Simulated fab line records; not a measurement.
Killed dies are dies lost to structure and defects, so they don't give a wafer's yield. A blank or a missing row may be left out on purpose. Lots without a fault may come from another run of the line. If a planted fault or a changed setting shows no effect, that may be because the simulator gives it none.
Struck lot and sound lot, side by side | flow sky130 | 16 out of 708 route steps
Sound: these wafers, L710.1, L710.4, L710.5. Struck: wafer L721.5 (left out: L721.1, L721.6 of the same lot, which were not struck); the cause appears at the end.
For every step that has rows: the tool of each side, followed by ch and its chambers, followed by its first start. Under that, the readings that differ: sound wafers | struck wafers | difference of the means | sigmas: that difference in standard deviations of wafers without a fault.
alike: words and numbers the same on both sides, and readings whose means are apart by under 2 such deviations; not compared: readings that were withheld, readings missing a value for some wafer, numbers with overlapping values and no deviation given by the record, and bounds like >300 which may hide the same value.
A row with sigmas, a row that says differs or no value, or rows on one side alone: a step with any of these is where the two part. Numbers that have no deviation but don't overlap get no sigmas and don't part them. Lack of a reading on every wafer of one side parts them only where that side has two or more wafers.

first, 3 steps without rows for these wafers: SKY_METAL1_EXPOSE_12 (exposes mask MM1, target cd 140 nm); SKY_METAL1_PEB_13; SKY_METAL1_DEVELOP_14 (develop time 60 s).
SKY_METAL1_CD_MEAS_15: target cd 140 nm.
  struck on cdSem-01, day 38 07:09; sound on cdSem-02, day 35 02:24
  alike: cdNm
SKY_METAL1_OVL_MEAS_16:
  struck on overlay-02, day 38 07:16; sound on overlay-01, day 35 02:31
  alike: METAL1_OVL
SKY_METAL1_DESCUM_17: chemistry O2, time 8 s.
  sound on rieMetal-03 ch 0,1, day 35 02:33; struck on rieMetal-01 ch 0, day 38 07:19
  alike: drypumpMotorCurrentA, oesProductAu
  not compared: rfHoursCounterH
SKY_METAL1_ETCH_18: etches BARC in N2/H2, stops on SiO2, time 45.9 s, target depth 60 nm.
  sound on rieMetal-03 ch 0,1, day 35 02:35; struck on rieMetal-01 ch 0, day 38 07:20
reading                  | sound       | struck | difference | sigmas
drypumpMotorCurrentA (A) | 5.1 5.2 5.1 | 5.9    | +0.8       | +2
  alike: oesProductAu, throttleValvePct
  not compared: rfHoursCounterH
SKY_METAL1_METAL_ETCH_19: etches the open film in Cl2/BCl3, stops on SiO2, target depth 360 nm, time 78 s.
  sound on rieMetal-03 ch 0,1, day 35 02:39; struck on rieMetal-01 ch 0, day 38 07:24
reading                  | sound       | struck | difference | sigmas
drypumpMotorCurrentA (A) | 5.1 5.1 5.1 | 5.9    | +0.8       | +2
  alike: oesProductAu, throttleValvePct
  not compared: rfHoursCounterH
SKY_METAL1_STRIP_20: strips in O2/N2.
  sound on plasmaAsher-04 ch 0, day 35 02:44; struck on plasmaAsher-02 ch 1, day 38 07:29
  alike: drypumpMotorCurrentA, oesProductAu, stripTimeToEndpointS
  not compared: rfHoursCounterH
then, 3 steps without rows for these wafers: SKY_METAL1_STRIP_21 (strips in post etch residue remover, time 1200 s); SKY_METAL1_CLEAN_22 (cleans in IPA, time 180 s); SKY_METAL1_CLEAN_23 (cleans in O3/DIW).
SKY_VIA1_HDPCVD_00: deposits SiO2, target thk 1030 nm, time 171.7 s.
  sound on hdpcvd-02 ch 0,1, day 35 03:23; struck on hdpcvd-01 ch 1, day 38 08:05
reading                                 | sound             | struck | difference | sigmas
runLengthS (s)                          | 198.6 200.1 198.6 | 183.5  | -15.6      | -27
model.SiO2_of_VIA1_HDPCVD_00.thkNm (nm) | 1042 1046 1032    | 949.1  | -90.9      | 
SKY_VIA1_THK_MEAS_01:
  struck on filmMetro-03, day 38 08:12; sound on filmMetro-02, day 35 03:29
reading              | sound          | struck | difference | sigmas
VIA1_HDPCVD_THK (nm) | 1042 1046 1032 | 949    | -91        | -9
SKY_VIA1_CMP_02: polishes SiO2.
  sound on cmp-02 ch 0,1,3, day 35 03:36; struck on cmp-01 ch 1, day 38 08:19
  alike: edgeZonePressureFrac, motorCurrentA
after that, 1 step had no rows for these wafers: SKY_PAD_OPEN_PROBE_99.

## WHERE THEY PART
First at SKY_METAL1_ETCH_18; last, within this record, at SKY_VIA1_THK_MEAS_01. Later steps at which nothing parts them and some readings are alike: SKY_VIA1_CMP_02.

WHY: the cause the simulator had injected
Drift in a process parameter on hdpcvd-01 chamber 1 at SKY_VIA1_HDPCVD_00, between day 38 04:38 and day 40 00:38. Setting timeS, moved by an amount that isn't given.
